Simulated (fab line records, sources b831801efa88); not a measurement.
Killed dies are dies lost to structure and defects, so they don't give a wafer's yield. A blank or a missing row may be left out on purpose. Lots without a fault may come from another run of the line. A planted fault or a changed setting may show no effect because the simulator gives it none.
Which tool did it? | flow gf180mcu | 12 lots, 36 wafers sampled, at 4 steps of a route of 602

WHAT THE GAUGES READ, wafer by wafer
GF_M2_RS_MEAS_05: measures by four-point-probe.
lot  | measured     | on            | M2_ALCU_RS (ohm/sq)
L400 | day 18 07:16 | film_metro-03 | 0.0699 0.0704 0.0707
L402 | day 19 04:35 | film_metro-02 | 0.0686 0.0693 0.0694
L405 | day 20 05:54 | film_metro-03 | 0.0696 0.0698 0.0687
L408 | day 21 11:15 | film_metro-02 | 0.0700 0.0715 0.0705
L410 | day 22 02:44 | film_metro-01 | 0.0694 0.0695 0.0706
L411 | day 22 16:01 | film_metro-03 | 0.0706 0.0711 0.0728
L418 | day 24 18:33 | film_metro-03 | 0.0684 0.0689 0.0697
L419 | day 24 22:59 | film_metro-01 | 0.0679 0.0694 0.0695
L420 | day 25 05:03 | film_metro-02 | 0.0689 0.0708 0.0691
L421 | day 25 19:15 | film_metro-03 | 0.0703 0.0710 0.0698
L422 | day 25 23:41 | film_metro-01 | 0.0705 0.0696 0.0698
L423 | day 26 05:04 | film_metro-03 | 0.0689 0.0685 0.0683

WHICH TOOL RAN EACH LOT (tool, then ch and the chambers of the sampled wafers, then the start)
lot  | GF_V1_ETCH_17                                 | GF_M2_SPUTTER_03             | GF_M2_SPUTTER_04
L400 | rie_diel-02 ch 0,1,2, day 18 07:12 or earlier | pvd_sputter-03, day 18 07:12 | pvd_sputter-03, day 18 07:13
L402 | rie_diel-02 ch 0,1,3, day 19 04:31 or earlier | pvd_sputter-01, day 19 04:31 | pvd_sputter-01, day 19 04:32
L405 | rie_diel-01 ch 1,2,3, day 20 05:48 or earlier | pvd_sputter-03, day 20 05:48 | pvd_sputter-03, day 20 05:49
L408 | rie_diel-01 ch 0,1, day 21 11:11 or earlier   | pvd_sputter-03, day 21 11:11 | pvd_sputter-03, day 21 11:13
L410 | rie_diel-03 ch 2,3, day 22 02:39 or earlier   | pvd_sputter-03, day 22 02:39 | pvd_sputter-03, day 22 02:40
L411 | rie_diel-02 ch 0,2,3, day 22 15:58 or earlier | pvd_sputter-03, day 22 15:58 | pvd_sputter-03, day 22 15:59
L418 | rie_diel-03 ch 0,1, day 24 18:28 or earlier   | pvd_sputter-01, day 24 18:28 | pvd_sputter-01, day 24 18:29
L419 | rie_diel-03 ch 0,2,3, day 24 22:55 or earlier | pvd_sputter-01, day 24 22:55 | pvd_sputter-01, day 24 22:56
L420 | rie_diel-01 ch 0,2,3, day 25 04:58 or earlier | pvd_sputter-03, day 25 04:58 | pvd_sputter-03, day 25 04:59
L421 | rie_diel-01 ch 2,3, day 25 19:10 or earlier   | pvd_sputter-01, day 25 19:10 | pvd_sputter-01, day 25 19:11
L422 | rie_diel-03 ch 0,1,2, day 25 23:35 or earlier | pvd_sputter-01, day 25 23:35 | pvd_sputter-01, day 25 23:37
L423 | rie_diel-02 ch 2,3, day 26 05:01 or earlier   | pvd_sputter-03, day 26 05:01 | pvd_sputter-03, day 26 05:02
- GF_V1_ETCH_17: etches SiO2 in C4F8/O2/Ar, stops on TiN, target depth 630 nm.
- GF_M2_SPUTTER_03: material Ti, target thk 10 nm, time 6.7 s.
- GF_M2_SPUTTER_04: material TiN, target thk 50 nm, time 41.7 s.

WHAT THE TOOLS THEMSELVES READ (means of the sampled wafers that have a number; where no wafer has one, the mark that the record gives instead)
GF_V1_ETCH_17.
lot  | tool        | oes_product_au (a.u.)
L400 | rie_diel-02 | 0.857
L402 | rie_diel-02 | 0.857
L405 | rie_diel-01 | 0.856
L408 | rie_diel-01 | 0.861
L410 | rie_diel-03 | 0.858
L411 | rie_diel-02 | 0.858
L418 | rie_diel-03 | 0.855
L419 | rie_diel-03 | 0.852
L420 | rie_diel-01 | 0.853
L421 | rie_diel-01 | 0.860
L422 | rie_diel-03 | 0.854
L423 | rie_diel-02 | 0.853

GF_M2_SPUTTER_03.
lot  | tool           | cathode_dc_power_W (W) | chamber_pressure_pa (Pa) | throttle_valve_pct (%)
L400 | pvd_sputter-03 | 2999.9                 | 0.3004                   | 29.5
L402 | pvd_sputter-01 | 2999.7                 | 0.3004                   | 30.0
L405 | pvd_sputter-03 | 2999.8                 | 0.2999                   | 29.9
L408 | pvd_sputter-03 | 2999.6                 | 0.3004                   | 30.1
L410 | pvd_sputter-03 | 2999.4                 | 0.2996                   | 30.2
L411 | pvd_sputter-03 | 3000.0                 | 0.3000                   | 30.1
L418 | pvd_sputter-01 | 3000.3                 | 0.2997                   | 29.5
L419 | pvd_sputter-01 | 3000.0                 | 0.3002                   | 29.8
L420 | pvd_sputter-03 | 3000.3                 | 0.2996                   | 29.8
L421 | pvd_sputter-01 | 2999.7                 | 0.3002                   | 29.6
L422 | pvd_sputter-01 | 3000.2                 | 0.2999                   | 29.8
L423 | pvd_sputter-03 | 2999.3                 | 0.3000                   | 30.1

GF_M2_SPUTTER_04.
lot  | tool           | cathode_dc_power_W (W) | chamber_pressure_pa (Pa) | throttle_valve_pct (%)
L400 | pvd_sputter-03 | 6499.4                 | 0.4004                   | 29.4
L402 | pvd_sputter-01 | 6500.6                 | 0.4001                   | 30.0
L405 | pvd_sputter-03 | 6499.3                 | 0.3999                   | 29.9
L408 | pvd_sputter-03 | 6500.6                 | 0.4003                   | 30.4
L410 | pvd_sputter-03 | 7676.9                 | 0.3996                   | 30.3
L411 | pvd_sputter-03 | 7676.9                 | 0.3998                   | 30.0
L418 | pvd_sputter-01 | 6499.8                 | 0.4004                   | 29.6
L419 | pvd_sputter-01 | 6499.6                 | 0.4005                   | 29.9
L420 | pvd_sputter-03 | 6500.2                 | 0.3997                   | 29.9
L421 | pvd_sputter-01 | 6499.1                 | 0.4003                   | 29.6
L422 | pvd_sputter-01 | 6500.6                 | 0.3997                   | 29.5
L423 | pvd_sputter-03 | 6501.6                 | 0.4000                   | 30.0

THE ANSWER, worked out from the rows above alone
Rule: what is usual is taken from the lots themselves. Put in order of their means at a reading, lots are off if they are a third of the lots or fewer, leave a main group of 4 or more, and stand apart from it by a gap of 3 or more times the standard deviation of the main group's means; of several such gaps the widest counts. A main group whose means are all the same, to the digits that the tables above print for the reading, isn't used. A lot without any number at a reading at which 4 lots or more have one is off too. The other lots that the step has rows for count as sound. The gauges are gone through in route order, then the tools' own readings, and for those a lot's mean is taken as printed above. The first step at which some lot is off is used, and at that step the reading that is off furthest; a lot without a number counts as furthest.
Off: L410, L411, at GF_M2_SPUTTER_04 (cathode_dc_power_W). The main group: mean 6500.1 W, standard deviation 0.74.
A tool fits if, at that step or a process step before it, it ran every lot that is off, and no sound lot after the first of them. GF_V1_ETCH_17 gives no start for some lots, so the hours and the order of its lots are those of GF_M2_SPUTTER_03. None of those tried fits.

WHAT THE SIMULATOR HAD PUT IN
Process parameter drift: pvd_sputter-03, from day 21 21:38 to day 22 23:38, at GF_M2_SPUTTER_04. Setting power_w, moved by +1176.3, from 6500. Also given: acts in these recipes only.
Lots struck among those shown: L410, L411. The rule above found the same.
